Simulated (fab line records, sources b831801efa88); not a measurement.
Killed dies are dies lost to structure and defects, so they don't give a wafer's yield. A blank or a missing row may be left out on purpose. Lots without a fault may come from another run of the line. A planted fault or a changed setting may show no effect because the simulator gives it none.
Which tool did it? | flow sky130 | 7 lots, 21 wafers sampled, at 2 steps of a route of 708

WHAT THE GAUGES READ, wafer by wafer
SKY_LDD_HVP_TW_MEAS_10.
lot  | measured     | on            | LDD_HVP_TW
L265 | day 22 04:38 | film_metro-01 | 459.9 457.7 457.3
L268 | day 23 01:32 | film_metro-04 | 460.4 458.9 461.1
L271 | day 25 00:32 | film_metro-04 | 466.6 464.8 464.8
L274 | day 25 16:29 | film_metro-04 | 464.9 464.2 464.6
L277 | day 26 05:20 | film_metro-03 | 456.8 456.6 457.2
L285 | day 28 22:17 | film_metro-04 | 464.0 466.4 464.2
L287 | day 29 17:55 | film_metro-04 | 461.8 465.6 463.1

WHICH TOOL RAN EACH LOT (tool, then ch and the chambers of the sampled wafers, then the start)
lot  | SKY_LDD_HVP_IMPLANT_08
L265 | implanter-01 ch 0, day 22 04:23
L268 | implanter-01 ch 0, day 23 01:19
L271 | implanter-01 ch 0, day 25 00:19
L274 | implanter-01 ch 0, day 25 16:16
L277 | implanter-04 ch 0, day 26 05:07
L285 | implanter-03 ch 0, day 28 22:04
L287 | implanter-01 ch 0, day 29 17:40
- SKY_LDD_HVP_IMPLANT_08

THE ANSWER, worked out from the rows above alone
Rule: what is usual is taken from the lots themselves. Put in order of their means at a reading, lots are off if they are a third of the lots or fewer, leave a main group of 4 or more, and stand apart from it by a gap of 3 or more times the standard deviation of the main group's means; of several such gaps the widest counts. A main group whose means are all the same, to the digits that the tables above print for the reading, isn't used. A lot without any number at a reading at which 4 lots or more have one is off too. The other lots that the step has rows for count as sound.
No lot is off at any reading shown: from this, nothing can be told.

WHAT THE SIMULATOR HAD PUT IN
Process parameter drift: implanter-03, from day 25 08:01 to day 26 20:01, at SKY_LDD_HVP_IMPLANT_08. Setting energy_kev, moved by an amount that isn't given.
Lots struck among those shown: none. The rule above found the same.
